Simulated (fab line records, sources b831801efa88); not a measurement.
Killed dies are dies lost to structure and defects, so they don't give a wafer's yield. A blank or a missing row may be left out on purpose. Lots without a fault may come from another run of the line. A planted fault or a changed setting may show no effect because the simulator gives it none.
Which tool did it? | flow sky130 | 24 lots, 72 wafers sampled, at 5 steps of a route of 708

WHAT THE GAUGES READ, wafer by wafer
SKY_METAL1_RS_MEAS_05: measures by four-point-probe.
lot  | measured     | on            | METAL1_ALCU_RS (ohm/sq)
L074 | day 31 13:56 | film_metro-02 | 0.1288 0.1267 0.1272
L075 | day 31 17:38 | film_metro-04 | 0.1259 0.1267 0.1253
L076 | day 31 22:47 | film_metro-04 | 0.1269 0.1264 0.1261
L077 | day 32 16:16 | film_metro-02 | 0.1256 0.1265 0.1260
L078 | day 32 17:11 | film_metro-03 | 0.1281 0.1254 0.1270
L079 | day 33 09:30 | film_metro-02 | 0.1284 0.1282 0.1259
L080 | day 33 22:39 | film_metro-02 | 0.1270 0.1257 0.1257
L081 | day 34 02:16 | film_metro-03 | 0.1258 0.1255 0.1242
L082 | day 34 10:50 | film_metro-04 | 0.1269 0.1233 0.1272
L084 | day 34 23:29 | film_metro-04 | 0.1278 0.1246 0.1222
L083 | day 34 23:52 | film_metro-04 | 0.1267 0.1240 0.1243
L085 | day 35 08:19 | film_metro-04 | 0.1268 0.1278 0.1263
L086 | day 35 12:56 | film_metro-04 | 0.1278 0.1264 0.1277
L087 | day 36 04:19 | film_metro-04 | 0.1246 0.1273 0.1244
L088 | day 36 08:11 | film_metro-02 | 0.1270 0.1296 0.1237
L089 | day 37 00:49 | film_metro-03 | 0.1252 0.1279 0.1273
L090 | day 37 04:25 | film_metro-02 | 0.1256 0.1277 0.1266
L091 | day 37 09:31 | film_metro-03 | 0.1257 0.1263 0.1284
L092 | day 37 12:59 | film_metro-03 | 0.1268 0.1262 0.1262
L093 | day 37 23:04 | film_metro-04 | 0.1308 0.1268 0.1296
L095 | day 38 03:26 | film_metro-02 | 0.1256 0.1259 0.1254
L094 | day 38 08:52 | film_metro-02 | 0.1269 0.1279 0.1279
L096 | day 38 11:46 | film_metro-04 | 0.1272 0.1240 0.1249
L097 | day 39 07:47 | film_metro-04 | 0.1261 0.1262 0.1270

SKY_VIA3_BOW_MEAS_03.
lot  | measured     | on            | VIA3_BOW (um)
L074 | day 38 13:56 | film_metro-04 | 81 80 90
L075 | day 38 15:45 | film_metro-04 | 85 82 80
L076 | day 38 20:51 | film_metro-04 | 72 92 96
L077 | day 39 14:47 | film_metro-02 | 76 88 86
L078 | day 39 15:17 | film_metro-02 | 86 82 91
L079 | day 40 06:00 | film_metro-02 | 73 82 79
L080 | day 40 18:38 | film_metro-02 | 66 62 65
L081 | day 40 19:44 | film_metro-04 | 86 79 78
L082 | day 41 03:40 | film_metro-04 | 67 84 85
L084 | day 41 15:51 | film_metro-04 | 80 85 84
L083 | day 41 15:18 | film_metro-04 | 72 88 82
L085 | day 42 00:55 | film_metro-04 | 78 76 70
L086 | day 42 01:23 | film_metro-04 | 76 75 66
L087 | day 42 20:55 | film_metro-04 | 81 82 80
L088 | day 42 21:14 | film_metro-01 | 75 74 79
L089 | day 43 09:59 | film_metro-02 | 96 80 91
L090 | day 43 16:16 | film_metro-01 | 75 64 76
L091 | day 43 20:23 | film_metro-02 | 88 91 80
L092 | day 43 23:40 | film_metro-02 | 81 72 75
L093 | day 44 06:09 | film_metro-01 | 81 82 90
L095 | day 44 08:43 | film_metro-01 | 81 71 72
L094 | day 44 15:02 | film_metro-01 | 91 94 103
L096 | day 44 19:27 | film_metro-04 | 85 87 71
L097 | day 45 11:13 | film_metro-02 | 77 74 66

SKY_VIA3_CD_MEAS_12: target cd 200 nm.
lot  | measured     | on        | cd_nm (nm)
L074 | day 39 15:07 | cd_sem-02 | 198.0 198.3 198.1
L075 | day 39 16:24 | cd_sem-02 | 200.8 201.0 201.8
L076 | day 39 21:16 | cd_sem-02 | 198.5 196.7 197.9
L077 | day 40 15:27 | cd_sem-02 | 200.1 200.6 201.3
L078 | day 40 15:52 | cd_sem-02 | 200.3 199.7 202.2
L079 | day 41 05:25 | cd_sem-02 | 198.0 198.4 199.5
L080 | day 41 18:40 | cd_sem-01 | 200.3 201.5 201.9
L081 | day 41 20:04 | cd_sem-01 | 196.6 197.3 197.0
L082 | day 42 02:45 | cd_sem-01 | 197.2 198.1 196.4
L084 | day 42 15:54 | cd_sem-02 | 202.1 199.5 199.8
L083 | day 42 15:17 | cd_sem-01 | 198.8 200.8 197.9
L085 | day 42 23:48 | cd_sem-01 | 198.9 199.6 198.2
L086 | day 43 00:30 | cd_sem-02 | 199.9 198.4 198.6
L087 | day 43 19:55 | cd_sem-02 | 196.6 198.5 196.9
L088 | day 43 20:17 | cd_sem-01 | 198.5 199.0 199.9
L089 | day 44 07:55 | cd_sem-01 | 195.6 198.5 198.3
L090 | day 44 14:38 | cd_sem-01 | 200.1 200.2 200.8
L091 | day 44 18:35 | cd_sem-01 | 199.2 200.1 200.5
L092 | day 44 21:19 | cd_sem-01 | 198.3 199.1 198.7
L093 | day 45 04:09 | cd_sem-01 | 199.5 199.1 198.9
L095 | day 45 06:20 | cd_sem-02 | 197.1 198.4 198.3
L094 | day 45 12:21 | cd_sem-01 | 199.8 200.0 200.2
L096 | day 45 16:01 | cd_sem-02 | 200.7 201.2 201.7
L097 | day 46 07:57 | cd_sem-02 | 201.5 200.7 202.0

WHICH TOOL RAN EACH LOT (tool, then ch and the chambers of the sampled wafers, then the start)
lot  | SKY_VIA2_CMP_24               | SKY_METAL3_DESCUM_15
L074 | cmp-01 ch 0,1,3, day 36 07:55 | rie_metal-02 ch 0,1, day 38 12:21
L075 | cmp-01 ch 0,1, day 36 10:30   | rie_metal-02 ch 0,1, day 38 14:01
L076 | cmp-02 ch 0,1, day 36 15:48   | rie_metal-02 ch 1, day 38 19:24
L077 | cmp-01 ch 1,2,3, day 37 09:27 | rie_metal-03 ch 0,1, day 39 13:10
L078 | cmp-02 ch 0,2,3, day 37 09:58 | rie_metal-01 ch 1, day 39 13:40
L079 | cmp-01 ch 0,2,3, day 38 01:10 | rie_metal-01 ch 1, day 40 04:25
L080 | cmp-01 ch 0,3, day 38 13:49   | rie_metal-01 ch 0,1, day 40 16:43
L081 | cmp-02 ch 0,1, day 38 16:04   | rie_metal-02 ch 0,1, day 40 18:10
L082 | cmp-01 ch 0,2, day 39 00:32   | rie_metal-02 ch 0,1, day 41 02:12
L084 | cmp-02 ch 1,3, day 39 12:17   | rie_metal-03 ch 0,1, day 41 13:57
L083 | cmp-02 ch 1,2, day 39 11:47   | rie_metal-01 ch 0,1, day 41 13:37
L085 | cmp-01 ch 0,2, day 39 21:29   | rie_metal-03 ch 0,1, day 41 23:28
L086 | cmp-02 ch 0,2, day 39 23:28   | rie_metal-01 ch 0,1, day 41 23:49
L087 | cmp-01 ch 1,2, day 40 14:56   | rie_metal-03 ch 0, day 42 19:24
L088 | cmp-01 ch 1,3, day 40 18:15   | rie_metal-01 ch 0,1, day 42 19:46
L089 | cmp-02 ch 0,2,3, day 41 09:32 | rie_metal-03 ch 0,1, day 43 08:31
L090 | cmp-02 ch 1,2, day 41 15:18   | rie_metal-02 ch 0,1, day 43 14:47
L091 | cmp-02 ch 0,3, day 41 18:49   | rie_metal-03 ch 0,1, day 43 18:20
L092 | cmp-02 ch 2,3, day 41 21:37   | rie_metal-01 ch 0,1, day 43 21:21
L093 | cmp-02 ch 0,3, day 42 05:52   | rie_metal-03 ch 0,1, day 44 04:42
L095 | cmp-02 ch 0,1,3, day 42 09:19 | rie_metal-02 ch 0, day 44 07:08
L094 | cmp-02 ch 0,1,2, day 42 15:29 | rie_metal-02 ch 0,1, day 44 13:34
L096 | cmp-01 ch 0,2,3, day 42 19:46 | rie_metal-01 ch 0,1, day 44 18:00
L097 | cmp-02 ch 0,1,3, day 43 12:59 | rie_metal-01 ch 0,1, day 45 09:45
- SKY_VIA2_CMP_24: polishes, stops on SiO2, t overpolish 20 s, target thk 0 nm.
- SKY_METAL3_DESCUM_15: chemistry O2, time 8 s.

WHAT THE TOOLS THEMSELVES READ (means of the sampled wafers that have a number; where no wafer has one, the mark that the record gives instead)
SKY_VIA2_CMP_24.
lot  | tool   | motor_current_A (A) | overpolish_run_s (s) | time_to_endpoint_s (s)
L074 | cmp-01 | 9.5                 | 19.999               | 106
L075 | cmp-01 | 9.3                 | 20.000               | 104
L076 | cmp-02 | 10.4                | 20.008               | 101
L077 | cmp-01 | 10.2                | 20.003               | 111
L078 | cmp-02 | 10.4                | 20.000               | 100
L079 | cmp-01 | 10.7                | 19.999               | 99
L080 | cmp-01 | 10.1                | 19.995               | 104
L081 | cmp-02 | 10.4                | 20.008               | 94
L082 | cmp-01 | 10.7                | 20.004               | 103
L084 | cmp-02 | 11.0                | 19.997               | 100
L083 | cmp-02 | 10.9                | 20.004               | 103
L085 | cmp-01 | 11.1                | 19.992               | 102
L086 | cmp-02 | 10.9                | 20.004               | 99
L087 | cmp-01 | 10.5                | 20.003               | 108
L088 | cmp-01 | 9.2                 | 19.998               | 111
L089 | cmp-02 | 10.6                | 20.000               | 100
L090 | cmp-02 | 11.3                | 19.999               | 98
L091 | cmp-02 | 10.7                | 20.008               | 100
L092 | cmp-02 | 11.3                | 20.010               | 99
L093 | cmp-02 | 10.1                | 19.991               | 95
L095 | cmp-02 | 10.5                | 19.989               | 96
L094 | cmp-02 | 10.3                | 20.004               | 96
L096 | cmp-01 | 10.8                | 19.999               | 105
L097 | cmp-02 | 10.7                | 19.991               | 99

SKY_METAL3_DESCUM_15.
lot  | tool         | drypump_motor_current_A (A) | oes_product_au (a.u.)
L074 | rie_metal-02 | 5.7                         | 1.027
L075 | rie_metal-02 | 5.6                         | 1.015
L076 | rie_metal-02 | 5.7                         | 1.019
L077 | rie_metal-03 | 5.6                         | 0.995
L078 | rie_metal-01 | 6.0                         | 1.002
L079 | rie_metal-01 | 6.0                         | 1.009
L080 | rie_metal-01 | 5.6                         | 0.999
L081 | rie_metal-02 | 5.7                         | 1.014
L082 | rie_metal-02 | 5.6                         | 1.004
L084 | rie_metal-03 | 5.7                         | 0.992
L083 | rie_metal-01 | 5.3                         | 0.997
L085 | rie_metal-03 | 5.6                         | 0.988
L086 | rie_metal-01 | 5.6                         | 1.007
L087 | rie_metal-03 | 5.9                         | 1.012
L088 | rie_metal-01 | 5.2                         | 1.002
L089 | rie_metal-03 | 5.8                         | 1.008
L090 | rie_metal-02 | 5.6                         | 1.010
L091 | rie_metal-03 | 5.7                         | 1.004
L092 | rie_metal-01 | 5.3                         | 0.999
L093 | rie_metal-03 | 5.6                         | 0.991
L095 | rie_metal-02 | 5.5                         | 1.001
L094 | rie_metal-02 | 5.7                         | 1.010
L096 | rie_metal-01 | 5.6                         | 1.003
L097 | rie_metal-01 | 5.3                         | 1.011

THE ANSWER, worked out from the rows above alone
Rule: what is usual is taken from the lots themselves. Put in order of their means at a reading, lots are off if they are a third of the lots or fewer, leave a main group of 4 or more, and stand apart from it by a gap of 3 or more times the standard deviation of the main group's means; of several such gaps the widest counts. A main group whose means are all the same, to the digits that the tables above print for the reading, isn't used. A lot without any number at a reading at which 4 lots or more have one is off too. The other lots that the step has rows for count as sound. The gauges are gone through in route order, then the tools' own readings, and for those a lot's mean is taken as printed above. The first step at which some lot is off is used, and at that step the reading that is off furthest; a lot without a number counts as furthest.
No lot is off at any reading shown: from this, nothing can be told.

WHAT THE SIMULATOR HAD PUT IN
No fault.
